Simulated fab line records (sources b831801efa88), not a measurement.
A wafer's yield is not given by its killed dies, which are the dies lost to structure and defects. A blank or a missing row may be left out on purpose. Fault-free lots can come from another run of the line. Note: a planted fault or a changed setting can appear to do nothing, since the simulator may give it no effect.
The tool behind it: which one?    flow sky130    12 lots with 36 wafers sampled at 6 steps, on a route of 708 steps

## WHAT EACH GAUGE READ, for each wafer
SKY_GATE_OXIDE_OVL_MEAS_10. Usual: GATE_OXIDE_OVL gives -1.5 nm (standard deviation 1.5).
lot   measured      on          GATE_OXIDE_OVL (nm)  flag
L675  day 13 15:52  overlay-02  -0.6 -1.2 2.0        
L676  day 13 21:10  overlay-02  -1.7 -1.3 -1.9       
L677  day 14 03:55  overlay-01  -1.5 -2.2 -3.6       
L678  day 14 11:49  overlay-02  -0.9 -0.9 -2.6       
L683  day 17 07:07  overlay-01  -1.7 -2.9 -4.5       
L684  day 17 12:52  overlay-02  -1.3 -2.6 -3.6       
L685  day 17 13:10  overlay-02  2.5 1.4 -0.1         
L686  day 17 14:28  overlay-01  -2.8 1.0 -0.6        
L688  day 18 10:13  overlay-01  - - -                OFF
L691  day 19 08:21  overlay-01  -2.1 -1.1 -2.9       
L694  day 20 15:49  overlay-01  -3.8 -2.6 -2.5       
L698  day 22 00:46  overlay-02  -0.5 -0.4 -0.8       

SKY_GATE_OXIDE_TW_MEAS_14. Usual: GATE_OXIDE_TW gives 224.0 (standard deviation 1.6).
lot   measured      on             GATE_OXIDE_TW                  flag
L675  day 13 16:16  film-metro-01  223.0 223.0 224.3              
L676  day 13 21:33  film-metro-01  222.8 223.1 223.8              
L677  day 14 04:19  film-metro-02  225.3 225.1 224.9              
L678  day 14 12:13  film-metro-04  222.4 221.6 221.0              
L683  day 17 07:30  film-metro-02  228.1 227.9 226.7              
L684  day 17 13:15  film-metro-02  225.6 225.6 226.9              
L685  day 17 13:34  film-metro-01  222.3 222.7 223.2              
L686  day 17 14:51  film-metro-01  223.5 224.0 222.2              
L688  day 18 10:37  film-metro-01  29.9 29.6 29.8 29.8 29.6 29.7  OFF
L691  day 19 08:44  film-metro-02  223.7 223.6 224.7              
L694  day 20 16:12  film-metro-04  222.6 223.4 221.4              
L698  day 22 01:09  film-metro-02  223.1 226.3 225.3              

SKY_LI_CONTACT_OVL_MEAS_13. Usual: LI_CONTACT_OVL gives -3 nm (standard deviation 6).
lot   measured      on          LI_CONTACT_OVL (nm)  flag
L675  day 28 18:47  overlay-01  2 -1 -1              
L676  day 29 00:29  overlay-02  -5 -3 0              
L677  day 29 11:59  overlay-01  -1 4 4               
L678  day 29 19:32  overlay-02  0 -2 8               
L683  day 32 11:50  overlay-02  0 5 4                
L684  day 33 04:02  overlay-02  -13 -9 -16           
L685  day 33 02:26  overlay-02  -9 -7 -8             
L686  day 32 19:40  overlay-02  5 0 0                
L691  day 34 11:04  overlay-02  -9 -12 -19           
L694  day 35 11:22  overlay-02  -7 -4 -7             
L698  day 36 15:05  overlay-02  5 2 12               

SKY_LI_CONTACT_THK_MEAS_23: measures by xrf. Usual: LI_CONTACT_W_THK gives 399 nm (standard deviation 7.9).
lot   measured      on             LI_CONTACT_W_THK (nm)  flag
L675  day 28 19:38  film-metro-01  409 404 407            
L676  day 29 01:20  film-metro-03  407 406 399            
L677  day 29 12:50  film-metro-03  410 411 412            
L678  day 29 20:24  film-metro-02  391 388 386            
L683  day 32 12:41  film-metro-02  400 398 402            
L684  day 33 04:53  film-metro-03  393 400 401            
L685  day 33 03:17  film-metro-02  397 395 390            
L686  day 32 20:32  film-metro-02  390 390 397            
L691  day 34 11:55  film-metro-02  392 389 392            
L694  day 35 12:13  film-metro-03  404 405 400            
L698  day 36 16:04  film-metro-03  390 399 394            

SKY_CONTACT_BOW_MEAS_05. Usual: CONTACT_BOW gives 82 um (standard deviation 7.3).
lot   measured      on             CONTACT_BOW (um)  flag
L675  day 30 02:02  film-metro-04  82 91 89          
L676  day 30 07:41  film-metro-04  84 90 88          
L677  day 30 18:43  film-metro-03  70 74 99          
L678  day 31 02:08  film-metro-04  73 77 85          
L683  day 33 18:23  film-metro-03  72 86 90          
L684  day 34 09:59  film-metro-01  90 76 81          
L685  day 34 08:23  film-metro-04  87 87 93          
L686  day 34 01:36  film-metro-01  74 72 68          
L691  day 35 16:14  film-metro-04  70 87 73          
L694  day 36 17:00  film-metro-04  74 73 77          
L698  day 37 19:51  film-metro-03  79 89 75          

## WHICH TOOL RAN EACH LOT (tool, then ch and the chambers of the sampled wafers, then the start)
lot   SKY_GATE_OXIDE_EXPOSE_07
L675  iline-stepper-02 ch 0, day 13 03:15
L676  iline-stepper-02 ch 0, day 13 08:22
L677  iline-stepper-01 ch 0, day 13 15:43
L678  iline-stepper-01 ch 0, day 13 23:23
L683  iline-stepper-02 ch 0, day 16 16:25
L684  iline-stepper-02 ch 0, day 16 21:55
L685  iline-stepper-01 ch 0, day 16 22:13
L686  iline-stepper-02 ch 0, day 17 00:11
L688  iline-stepper-02 ch 0, day 17 19:34
L691  iline-stepper-01 ch 0, day 18 18:04
L694  iline-stepper-02 ch 0, day 20 01:20
L698  iline-stepper-01 ch 0, day 21 10:07
- SKY_GATE_OXIDE_EXPOSE_07: exposes mask LVOM, target cd 600 nm.

## AS READ BY THE TOOLS THEMSELVES (means over the sampled wafers that have a number; for cases with no such wafer, the mark the record gives instead)
SKY_GATE_OXIDE_EXPOSE_07. Usual: exposure-dose-mJ-cm2 170.00, standard deviation 0.17.
lot   tool              exposure-dose-mJ-cm2  flag
L675  iline-stepper-02  170.06                
L676  iline-stepper-02  170.18                
L677  iline-stepper-01  169.90                
L678  iline-stepper-01  170.04                
L683  iline-stepper-02  169.90                
L684  iline-stepper-02  170.20                
L685  iline-stepper-01  169.76                
L686  iline-stepper-02  169.86                
L688  iline-stepper-02  170.13                
L691  iline-stepper-01  170.15                
L694  iline-stepper-02  169.91                
L698  iline-stepper-01  169.99                

## THE ANSWER, worked out from the rows above alone
Rule: take the mean of a lot's wafers that have a number; if it is more than 3 standard deviations from the usual mean, the lot is off. Also off: a lot with no number at a reading for which 4 or more lots have one. Where the step has rows for the other lots, those lots are counted as sound. After the gauges, taken in route order, come the tools' own readings; for these a lot's mean is taken, as printed above. The first step at which some lot is off is used, and at that step the reading that is off furthest; a lot without a number counts as furthest.
Off: L688, at SKY_GATE_OXIDE_OVL_MEAS_10 (GATE_OXIDE_OVL). Without a number there: L688.
If a tool, at a process step before that reading, ran all the lots that are off and no sound lot after the first of them, it fits. Not tried: the gauges at SKY_GATE_OXIDE_OVL_MEAS_10; whatever is off there is also off at SKY_GATE_OXIDE_TW_MEAS_14, on other tools, and gauge error can't account for it. Not one of the candidates tried fits.

## WHAT THE SIMULATOR HAD INSERTED
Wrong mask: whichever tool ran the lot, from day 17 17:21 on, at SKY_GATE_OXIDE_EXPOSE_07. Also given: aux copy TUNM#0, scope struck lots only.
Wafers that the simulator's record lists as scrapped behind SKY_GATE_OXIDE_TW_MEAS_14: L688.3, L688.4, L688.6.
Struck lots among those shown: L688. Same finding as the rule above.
